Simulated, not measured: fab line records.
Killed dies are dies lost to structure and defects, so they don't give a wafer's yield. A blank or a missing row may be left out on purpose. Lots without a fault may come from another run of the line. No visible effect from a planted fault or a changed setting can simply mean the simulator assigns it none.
Problem report in the 8D (eight disciplines) form, filled by code | flow sky130 | the parts of the form that need people (team, actions taken, sign-off) are left out

## 1. THE ISSUE
Mean VT_ADJUST_NCORE_TW at SKY_VT_ADJUST_NCORE_TW_MEAS_11: 222.1 over 6 wafers in 2 lots; fault-free wafers: 215.5, standard deviation 0.94. Relative to the usual mean, that is a shift of +7.0 standard deviations.
Seen first at day 15 00:29 on film-metro-01, wafer L685.2. At this step, 39 wafers from 13 lots have a number in the record. Rule for "out", or "out of limits": more than 4 standard deviations from the usual mean. The other wafers with a number count as sound.

## 2. WHAT THIS IS AND IS NOT
question                    | is                     | is not
which readings at this step | VT_ADJUST_NCORE_TW     | -
which lots                  | L685, L686             | L665, L666, L667, L669, L670, L671, L673, L674, L675, L676, L687
which wafers of those lots  | all that have a number | -
read on which gauges        | film-metro-01          | film-metro-03, film-metro-04
when                        | from day 15 00:29      | up to then (30 sound wafers); but 3 sound wafers of L687 came after

## 3. WHAT RULES OUT EACH SUSPECT
Counting: a tool stays on the suspect list if, at a process step up to the reading, it processed all lots that are out and no sound lot following the first of them.
- the gauge at SKY_VT_ADJUST_NCORE_TW_MEAS_11 is ruled out. All the wafers that are out were read on film-metro-01, but those of them that SKY_VT_ADJUST_NCORE_IMPLANT_09 has rows for are out there too, on other tools.
- implanter-02 at SKY_VT_ADJUST_NCORE_IMPLANT_09: kept. It ran every lot that is out, first L685 (day 15 00:15), and no sound lot after that; its last sound lot up to then is L675 (day 11 19:28). Its own dose-ions-cm2, faraday-current-uA readings are out on those wafers.
After counting, what remains is implanter-02 at SKY_VT_ADJUST_NCORE_IMPLANT_09.

## 4. THE CAUSE (what the simulator had put in)
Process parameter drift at SKY_VT_ADJUST_NCORE_IMPLANT_09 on implanter-02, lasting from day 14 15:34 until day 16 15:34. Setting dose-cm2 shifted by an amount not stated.
The count eliminated every tool but this one.

## 5. THE CHAIN OF EFFECTS, in route order
Each row: a reading where the mean over the struck wafers with a number is more than 3 standard deviations away from the usual. Only readings for which the record gives a usual standard deviation are gone through. hours: the time from each lot's start at the first step in this table that gives one to its start at this step, as a median over the lots. sigmas: the change in usual standard deviations.
hours | step                           | reading            | usual      | on struck wafers | change      | sigmas
0     | SKY_VT_ADJUST_NCORE_IMPLANT_09 | dose-ions-cm2      | 2.3996e+12 | 2.6866e+12       | +2.8700e+11 | +99 or more
0     | SKY_VT_ADJUST_NCORE_IMPLANT_09 | faraday-current-uA | 13.6       | 15.2             | +1.7        | +5.5
0     | SKY_VT_ADJUST_NCORE_TW_MEAS_11 | VT_ADJUST_NCORE_TW | 215.5      | 222.1            | +6.6        | +7.0
Here are the process steps it includes:
- SKY_VT_ADJUST_NCORE_IMPLANT_09
Later measuring or inspecting steps at which every struck wafer that the step has a row for has a number for every such reading, and none has moved that far: SKY_VT_ADJUST_HVTR_CD_MEAS_07, SKY_VT_ADJUST_HVTR_OVL_MEAS_08.

## 6. HOW IT WOULD HAVE BEEN CAUGHT EARLIER
9 hours passed between the start of the fault at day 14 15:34 and the first reading out of limits at a measuring or inspecting step in this record, taken at day 15 00:29.
Tool's own readings at SKY_VT_ADJUST_NCORE_IMPLANT_09, dose-ions-cm2, faraday-current-uA: out on all struck wafers the step has rows for; an alarm limit on them would have tripped on the first.
L686, from the lots that are out (2), started SKY_VT_ADJUST_NCORE_IMPLANT_09 on implanter-02 later than day 15 00:29. It would have been spared by a hold on the tool at that moment.
